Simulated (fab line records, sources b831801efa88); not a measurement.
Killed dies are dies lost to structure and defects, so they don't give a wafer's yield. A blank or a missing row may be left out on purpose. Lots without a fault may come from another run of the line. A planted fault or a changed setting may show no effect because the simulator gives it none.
Chamber matching | flow sky130 | SKY_CONTACT_CMP_27 on cmp-01: 4 sister chambers
The step polishes, stops on SiO2, t overpolish 15 s, target thk 0 nm. 8 wafers are shown with their chamber, then 11 later ones without.

WAFERS WITH THEIR CHAMBER
wafer  | chamber | motor_current_A (A) | time_to_endpoint_s (s)
L087.1 | 2       | 11.3                | 86
L087.5 | 1       | 11.0                | 85
L088.3 | 2       | 11.2                | 87
L088.6 | 0       | 11.1                | 88
L089.2 | 3       | 11.7                | 85
L089.3 | 0       | 10.8                | 86
L089.6 | 1       | 10.9                | 84
L092.3 | 3       | 11.5                | 83

WAFERS WITHOUT THEIR CHAMBER
wafer  | motor_current_A (A) | time_to_endpoint_s (s)
L092.4 | 11.8                | 84
L092.5 | 11.6                | 83
L093.1 | 12.6                | 84
L093.3 | 11.5                | 80
L093.6 | 11.0                | 84
L094.1 | 11.4                | 85
L094.2 | 11.7                | 85
L094.3 | 12.5                | 86
L096.3 | 11.1                | 87
L096.5 | 11.7                | 91
L096.6 | 11.9                | 89

WHICH CHAMBER EACH WENT THROUGH
wafer  | from the rows above          | in truth
L092.4 | 3                            | 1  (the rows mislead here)
L092.5 | 3                            | 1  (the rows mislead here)
L093.1 | 3                            | 3
L093.3 | 3                            | 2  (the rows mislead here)
L093.6 | 1                            | 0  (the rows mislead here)
L094.1 | can't be placed: 3 or 2 or 1 | 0
L094.2 | 3                            | 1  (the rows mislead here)
L094.3 | 3                            | 3
L096.3 | can't be placed: 0 or 2 or 1 | 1
L096.5 | can't be placed: 2 or 3 or 0 | 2
L096.6 | can't be placed: 3 or 2      | 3
Placed correctly: 2 of 11. Can't be placed from these rows: 4 (the true chamber is among the candidates in 3). Placed wrongly: 5.
How it was worked out, from the rows above alone: a wafer's distance from a chamber is the root of the sum, over the readings, of the square of ((its reading less the chamber's mean) divided by the reading's scatter). The wafer belongs to the nearest chamber; if the next one is less than 2 further off, it can't be placed. A chamber's mean is the mean of its shown wafers. The scatter: the root of (the sum of the squares of (reading less its chamber's mean) over the shown wafers, divided by (wafers less chambers)).
